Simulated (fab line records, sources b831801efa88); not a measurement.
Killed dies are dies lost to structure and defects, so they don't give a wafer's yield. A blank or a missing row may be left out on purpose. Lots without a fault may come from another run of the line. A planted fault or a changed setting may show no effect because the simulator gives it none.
fab line records | flow sky130 | part 2 of 2: steps 26 to 36 of 36
record lots=5 wafers=15 last_day=51
route steps=708 shown FIELD_ISO@14 NWELL@32 DNWELL@35 PWDE@45
lots that met no fault: from a run of the same line without faults
start_h: hours from the record's first day to the start of the lot's first wafer shown | wait_h: hours since the lot's step before | " the same as in the row above | L1.1+2: a row that stands for several wafers | - no value, or no start given | * or withheld: withheld | < > ~ a bound
route shown NAME@n: a module of which the file shows steps, and the number in the route of the first | usual: mean/standard deviation of fault-free wafers | same: alike in all rows | chamber/n: place in a boat | sites: the reading at each site | _std_site: their standard deviation | _edge_site: outer sites' mean less inner sites' | radius_mm: how far each site lies from the wafer's centre | mask NAME#n: copy n | behind: the tool/chamber that last shaped the wafer | hold: why the lot was held/for how many hours/how that ended | device: the transistor (n, p or np) that didn't switch | end of line: the same wafers' tests at the end of the route | a step without rows: its recipe alone | killed: dies lost to structure and defects at the first sort, not the wafer's yield | map: a wafer's dies, x killed, . not, _ none there
set.NAME: the setting as run; set.NAME@STEP: as run at that earlier step | model.NAME: the simulator's own value behind a step, which no gauge read
lots at some steps of the route; a table a step, a row a wafer
services: from which hour (start_h, from the record's first day; less than 0 if before it) a tool's chamber was out of use, for how many hours, and why
## steps
# step SKY_DNWELL_EXPOSE_04
# recipe mask_id=DNM na=0.57 target_cd_nm=3000 dose_mj=222
# usual focus_offset_nm=0.1/0.5
# columns lot.wafer tool chamber start_h wait_h mask focus_offset_nm
L076.1 iline_stepper-02 0 - - DNM#0 0.0
L076.3 " 0 " " DNM#0 0.0
L076.4 " 0 " " DNM#0 -0.3
L079.2 iline_stepper-02 0 - - DNM#0 -0.1
L079.4 " 0 " " DNM#0 0.6
L079.6 " 0 " " DNM#0 0.7
L080.2 iline_stepper-02 0 - - DNM#0 0.2
L080.3 " 0 " " DNM#0 0.3
L080.5 " 0 " " DNM#0 0.8
L084.1 iline_stepper-01 0 - - DNM#0 0.3
L084.2 " 0 " " DNM#0 -0.5
L084.3 " 0 " " DNM#0 -0.3
L093.3 iline_stepper-02 0 - - DNM#0 0.0
L093.4 " 0 " " DNM#0 0.2
L093.5 " 0 " " DNM#0 0.7
# step SKY_DNWELL_PEB_05
# recipe temp_c=115 time_s=withheld
# usual heater_power_total_W=69.32/0.13
# columns lot.wafer tool chamber start_h wait_h heater_power_total_W
L076.1 litho_track-01 0 - - 69.41
L076.3 " 0 " " 69.30
L076.4 " 0 " " 69.28
L079.2 litho_track-02 0 - - 69.19
L079.4 " 0 " " 69.25
L079.6 " 0 " " 69.47
L080.2 litho_track-01 0 - - 69.56
L080.3 " 0 " " 69.46
L080.5 " 0 " " 69.42
L084.1 litho_track-04 0 - - 69.27
L084.2 " 0 " " 69.16
L084.3 " 0 " " 69.18
L093.3 litho_track-04 0 - - 69.39
L093.4 " 0 " " 69.24
L093.5 " 0 " " 69.54
# step SKY_DNWELL_DEVELOP_06
# recipe wall_angle_deg=90 developer=TMAH develop_time_s=60 dev_temp_c=23
# usual developer_temp_C=23.02/0.11
# columns lot.wafer tool chamber start_h wait_h developer_temp_C
L076.1 litho_track-01 0 - - 23.10
L076.3 " 0 " " 22.96
L076.4 " 0 " " 23.12
L079.2 litho_track-02 0 - - 22.86
L079.4 " 0 " " 23.06
L079.6 " 0 " " 23.09
L080.2 litho_track-01 0 - - 23.07
L080.3 " 0 " " 23.18
L080.5 " 0 " " 23.03
L084.1 litho_track-04 0 - - 22.94
L084.2 " 0 " " 22.98
L084.3 " 0 " " 22.99
L093.3 litho_track-04 0 - - 23.05
L093.4 " 0 " " 23.01
L093.5 " 0 " " 23.12
# step SKY_DNWELL_IMPLANT_07
# recipe species=P energy_kev=withheld dose_cm2=withheld tilt_deg=withheld
# columns lot.wafer tool chamber start_h wait_h
L076.1+3+4 implanter-02 0 65.58 -
L079.2+4+6 implanter-01 0 77.96 -
L080.2+3+5 implanter-03 0 86.21 -
L084.1+2+3 implanter-03 0 113.98 -
L093.3+4+5 implanter-02 0 154.33 -
# step SKY_DNWELL_STRIP_08
# recipe chemistry=O2/N2 power_w=1400 pressure_mtorr=1500 platen_temp_c=withheld o2_flow_sccm=3000 n2_flow_sccm=300 overash_fraction=0.5
# usual drypump_motor_current_A=5.6/0.34 oes_product_au=0.722/0.0047 strip_time_to_endpoint_s=36.91/0.1
# columns lot.wafer tool chamber start_h wait_h drypump_motor_current_A oes_product_au rf_hours_counter_h strip_time_to_endpoint_s
L076.1 plasma_asher-03 1 65.73 0.1 5.4 0.724 26 36.77
L076.3 " 1 " " 5.4 0.726 - 36.68
L076.4 " 0 " " 5.9 0.716 - 36.63
L079.2 plasma_asher-04 0 78.09 0.1 5.8 0.722 38 36.87
L079.4 " 0 " " 5.8 0.727 - 36.97
L079.6 " 0 " " 5.7 0.726 - 36.82
L080.2 plasma_asher-04 0 86.33 0.1 5.7 0.729 39 37.12
L080.3 " 1 " " 5.6 0.714 - 37.03
L080.5 " 0 " " 5.7 0.721 - 37.11
L084.1 plasma_asher-03 0 114.13 0.1 6.0 0.731 30 36.77
L084.2 " 1 " " 5.5 0.724 30 36.86
L084.3 " 1 " " 5.5 0.724 - 36.82
L093.3 plasma_asher-03 1 154.46 0.1 5.5 0.716 - 36.92
L093.4 " 0 " " 5.9 0.727 - 36.92
L093.5 " 1 " " 5.5 0.726 - 36.89
# step SKY_DNWELL_TW_MEAS_09
# usual DNWELL_TW=1110/15
# columns lot.wafer tool chamber start_h wait_h DNWELL_TW
L076.1 film_metro-01 - 65.83 0.1 1128
L076.3 " - " " 1127
L076.4 " - " " 1123
L079.2 film_metro-03 - 78.20 0.1 1098
L079.4 " - " " 1096
L079.6 " - " " 1101
L080.2 film_metro-03 - 86.44 0.1 1099
L080.3 " - " " 1099
L080.5 " - " " 1101
L084.1 film_metro-01 - 114.23 0.1 1126
L084.2 " - " " 1126
L084.3 " - " " 1123
L093.3 film_metro-03 - 154.55 0.1 1103
L093.4 " - " " 1102
L093.5 " - " " 1106
# step SKY_PWDE_DEHYDRATE_00
# recipe temp_c=200 time_s=60
# usual heater_power_total_W=160.37/0.12
# columns lot.wafer tool chamber start_h wait_h heater_power_total_W
L076.1 litho_track-01 0 74.03 8.2 160.30
L076.3 " 0 " " 160.37
L076.4 " 0 " " 160.45
L079.2 litho_track-03 0 85.81 7.6 160.43
L079.4 " 0 " " 160.25
L079.6 " 0 " " 160.29
L080.2 litho_track-03 0 94.11 7.7 160.33
L080.3 " 0 " " 160.40
L080.5 " 0 " " 160.53
L084.1 litho_track-01 0 122.68 8.4 160.28
L084.2 " 0 " " 160.36
L084.3 " 0 " " 160.32
L093.3 litho_track-02 0 164.29 9.7 160.33
L093.4 " 0 " " 160.27
L093.5 " 0 " " 160.21
# step SKY_PWDE_HMDS_01
# recipe prime_time_s=60 prime_temp_c=120
# columns lot.wafer tool chamber start_h wait_h
L076.1+3+4 litho_track-01 0 74.18 0.1
L079.2+4+6 litho_track-03 0 85.96 0.1
L080.2+3+5 litho_track-03 0 94.26 0.1
L084.1+2+3 litho_track-01 0 122.83 0.1
L093.3+4+5 litho_track-02 0 164.44 0.1
# step SKY_PWDE_COAT_02
# recipe spin_rpm=2000 resist_thk_nm=3000
# columns lot.wafer tool chamber start_h wait_h
L076.1+3+4 litho_track-01 0 74.33 0.1
L079.2+4+6 litho_track-03 0 86.11 0.1
L080.2+3+5 litho_track-03 0 94.41 0.1
L084.1+2+3 litho_track-01 0 122.98 0.1
L093.3+4+5 litho_track-02 0 164.59 0.1
# step SKY_PWDE_SOFTBAKE_03
# recipe temp_c=110 time_s=withheld
# usual heater_power_total_W=65.32/0.13
# columns lot.wafer tool chamber start_h wait_h heater_power_total_W
L076.1 litho_track-01 0 74.48 0.1 65.42
L076.3 " 0 " " 65.44
L076.4 " 0 " " 65.41
L079.2 litho_track-03 0 86.27 0.1 65.46
L079.4 " 0 " " 65.30
L079.6 " 0 " " 65.15
L080.2 litho_track-03 0 94.57 0.1 65.49
L080.3 " 0 " " 65.19
L080.5 " 0 " " 65.43
L084.1 litho_track-01 0 123.13 0.1 65.48
L084.2 " 0 " " 65.48
L084.3 " 0 " " 65.21
L093.3 litho_track-02 0 164.75 0.1 65.45
L093.4 " 0 " " 65.63
L093.5 " 0 " " 65.18
# step SKY_PWDE_EXPOSE_04
# recipe mask_id=PWDEM na=0.6 source_shape=conventional sigma_outer=0.6 polarization=unpolarized target_cd_nm=840 dose_mj=214
# usual focus_offset_nm=0.1/0.57
# same sigma_outer=0.6
# columns lot.wafer tool chamber start_h wait_h mask focus_offset_nm
L076.1 iline_stepper-02 0 - - PWDEM#0 -0.3
L076.3 " 0 " " PWDEM#0 0.1
L076.4 " 0 " " PWDEM#0 -0.3
L079.2 iline_stepper-02 0 - - PWDEM#0 0.5
L079.4 " 0 " " PWDEM#0 0.2
L079.6 " 0 " " PWDEM#0 -0.1
L080.2 iline_stepper-01 0 - - PWDEM#0 0.4
L080.3 " 0 " " PWDEM#0 0.0
L080.5 " 0 " " PWDEM#0 0.5
L084.1 iline_stepper-02 0 - - PWDEM#0 1.1
L084.2 " 0 " " PWDEM#0 0.8
L084.3 " 0 " " PWDEM#0 0.4
L093.3 iline_stepper-01 0 - - PWDEM#0 0.3
L093.4 " 0 " " PWDEM#0 -0.4
L093.5 " 0 " " PWDEM#0 0.0
## services
# columns tool chamber start_h hours kind
rie_diel-04 1 16.48 7.7 repair
iline_stepper-01 - 24.38 1.7 pm
implanter-01 - 39.73 0.5 repair
rie_si-01 0 42.85 36.2 repair
rie_si-02 0 43.62 5.6 repair
iline_stepper-01 - 46.97 15.9 repair
plasma_asher-03 - 60.10 0.7 repair
plasma_asher-01 - 62.74 7.6 repair
cmp-02 - 64.00 4.0 pm
cmp-02 - 72.74 10.8 pm
rie_diel-04 0 76.87 16.4 repair
furnace-01 - 79.75 3.2 pm
furnace-02 - 88.06 3.1 pm
iline_stepper-02 - 101.61 3.9 repair
plasma_asher-01 - 108.75 9.0 pm
iline_stepper-02 - 113.85 1.7 pm
rie_si-02 0 119.33 8.3 repair
rie_si-02 3 122.71 1.8 repair
implanter-03 - 133.79 2.7 repair
rie_diel-03 1 140.14 7.4 repair
rie_si-01 2 140.27 22.2 repair
cmp-02 - 146.13 1.1 repair
implanter-01 - 150.38 5.6 pm
rie_diel-04 3 154.82 18.6 repair
